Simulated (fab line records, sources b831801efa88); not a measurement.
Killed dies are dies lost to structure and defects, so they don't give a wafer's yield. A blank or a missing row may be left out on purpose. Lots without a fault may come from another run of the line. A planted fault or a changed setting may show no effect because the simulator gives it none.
One fault seen from 2 desks | flow sky130 | each desk has only its own numbers; what lay behind them comes last

THE TOOL OWNER'S DESK: litho_track-02
The tool's own readings at SKY_LDD_P_DEVELOP_06 (develop time 60 s): means of the sampled wafers that have a number, for each lot that ran on this tool. A lot is out of limits, marked OUT, if its mean lies more than 4 standard deviations from the usual mean; the brackets give that distance.
Columns: A = chill_plate_temp_C at SKY_LDD_P_DEVELOP_06, usual 22.97 C; B = developer_temp_C at SKY_LDD_P_DEVELOP_06, usual 22.97 C
lot  | first seen here | A     | B
L217 | day 19 10:45    | 22.86 | 23.12
L224 | day 22 23:39    | 22.85 | 22.92
L226 | day 23 20:42    | 23.05 | 23.02
L229 | day 24 08:24    | 22.91 | 22.85
L233 | day 25 10:03    | 22.98 | 22.98
L237 | day 26 13:11    | 22.93 | 25.27 (+23) OUT
L239 | day 27 17:56    | 22.88 | 25.23 (+23) OUT
This desk's finding: out of limits on L237, L239; first on L237, day 26 13:11 (developer_temp_C at SKY_LDD_P_DEVELOP_06). In limits: L217, L224, L226, L229, L233.

THE METROLOGY DESK
What the gauges read, lot by lot, whatever tool the lot ran on: means of the sampled wafers that have a number. A lot is out of limits, marked OUT, if its mean lies more than 4 standard deviations from the usual mean; the brackets give that distance.
Columns: A = GATE_OXIDE_TW at SKY_GATE_OXIDE_TW_MEAS_14, usual 224.4; B = cd_nm at SKY_LDD_P_CD_MEAS_07, usual 381.1 nm; C = LDD_HVN_TW at SKY_LDD_HVN_TW_MEAS_10, usual 1440
lot  | first seen here | A     | B                | C
L216 | day 13 17:06    | 222.6 | 384.1            | 1440
L217 | day 14 06:43    | 225.1 | 382.9            | 1427
L221 | day 15 15:41    | 223.9 | 382.0            | 1442
L224 | day 17 13:21    | 226.2 | 381.0            | 1433
L225 | day 17 16:55    | 224.8 | 380.5            | 1433
L226 | day 18 11:01    | 224.9 | 382.0            | 1449
L229 | day 18 21:57    | 225.1 | 382.1            | 1430
L230 | day 19 08:23    | 224.2 | 382.1            | 1438
L233 | day 20 02:49    | 223.7 | 380.2            | 1439
L237 | day 21 05:39    | 224.5 | 372.7 (-4.4) OUT | 1435
L238 | day 21 15:35    | 223.9 | 379.2            | 1432
L239 | day 22 01:20    | 225.8 | 372.5 (-4.5) OUT | 1434
This desk's finding: out of limits on L237, L239; first on L237, day 26 13:19 (cd_nm at SKY_LDD_P_CD_MEAS_07). In limits: L216, L217, L221, L224, L225, L226, L229, L230, L233, L238.

PUT TOGETHER
The tool owner's desk could have raised an alarm at day 26 13:11, on L237, L239.
The metrology desk could have raised an alarm at day 26 13:19, on L237, L239.
Of the lots named, all ran SKY_LDD_P_DEVELOP_06 on litho_track-02.

WHAT THE SIMULATOR HAD PUT IN
Process parameter drift: litho_track-02, from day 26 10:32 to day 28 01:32, at SKY_LDD_P_DEVELOP_06. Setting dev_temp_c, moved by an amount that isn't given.
Lots struck among those shown: L237, L239.
Hours from the fault's start to each desk's first reading out of limits: the tool owner's desk, 3; the metrology desk, 3.
